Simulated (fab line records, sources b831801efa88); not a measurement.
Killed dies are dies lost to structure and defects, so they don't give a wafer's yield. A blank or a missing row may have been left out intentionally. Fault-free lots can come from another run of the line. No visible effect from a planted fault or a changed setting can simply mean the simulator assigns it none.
2 desks looking at one fault -- flow sky130 -- numbers are kept per desk, each desk with only its own; the story behind them comes last

THE METROLOGY DESK
What the gauges read for every lot (on any tool): the sampled wafers with a number, averaged. Marked OUT: a lot whose mean sits more than 4 standard deviations from the usual mean, which makes it out of limits; the brackets give that distance.
Columns: A = cd-nm at SKY_LI_CONTACT_CD_MEAS_12, usual 170.2 nm; B = LOCAL_INTERCONNECT_TIN_THK at SKY_LOCAL_INTERCONNECT_THK_MEAS_02, usual 100.8 nm
lot,first seen here,A,B
L596,day 29 14:41,168.8,98.9
L598,day 30 01:49,170.0,99.6
L599,day 30 12:56,169.5,101.3
L600,day 30 17:09,170.9,99.1
L601,day 31 02:10,171.9,101.2
L603,day 31 21:37,173.0,100.7
L604,day 32 07:58,171.1,101.8
L605,day 32 14:47,170.1,102.1
L606,day 33 00:04,170.9,101.6
L608,day 33 12:27,170.1,100.4
L616,day 36 07:34,168.2,101.1
L617,day 36 11:50,169.6,100.8
L618,day 36 16:18,170.9,101.3
Finding of this desk: none of the 13 lots has anything out of limits.

DESK OF THE TOOL OWNER: cmp-01
The tool's own readings at SKY_LI_CONTACT_CMP_24 (polishes, stops on PSG, t overpolish 20 s, target thk 0 nm): means of the sampled wafers that have a number, for each lot that ran on this tool. Marked OUT: a lot whose mean sits more than 4 standard deviations from the usual mean, which makes it out of limits; the brackets give that distance.
Columns: A = motor-current-A at SKY_LI_CONTACT_CMP_24, usual 11.4 A; B = overpolish-run-s at SKY_LI_CONTACT_CMP_24, usual 20.000 s; C = time-to-endpoint-s at SKY_LI_CONTACT_CMP_24, usual 97.1 s
lot,first seen here,A,B,C
L596,day 29 15:45,11.1,20.000,99.0
L599,day 30 13:57,10.2,20.005,94.6
L600,day 30 18:12,10.4,19.996,98.3
L601,day 31 03:12,10.4,20.007,95.4
L603,day 31 22:40,10.6,20.001,98.0
L604,day 32 09:16,10.4,19.989,98.5
L605,day 32 15:46,11.4,19.998,95.7
L606,day 33 01:25,11.2,16.404 (-99 or more) OUT,95.0
L608,day 33 13:27,10.5,12.812 (-99 or more) OUT,98.8
Finding of this desk: L606, L608 out of limits; the first was L606 at day 33 01:25, on overpolish-run-s at SKY_LI_CONTACT_CMP_24. Within limits: L596, L599, L600, L601, L603, L604, L605.

ALL TOGETHER
An alarm could have come from the tool owner's desk at day 33 01:25, on L606, L608.
At the metrology desk, nothing out of limits was observed.
The metrology desk has L606, L608 on record, within its limits.
All the named lots went through SKY_LI_CONTACT_CMP_24 on cmp-01.

WHAT THE SIMULATOR HAD INSERTED
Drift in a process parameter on cmp-01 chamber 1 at SKY_LI_CONTACT_CMP_24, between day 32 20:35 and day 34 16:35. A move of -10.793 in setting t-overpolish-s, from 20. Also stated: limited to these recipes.
Lots struck among those shown: L606, L608.
Hours from the fault's start to each desk's first reading out of limits: the tool owner's desk, 5.
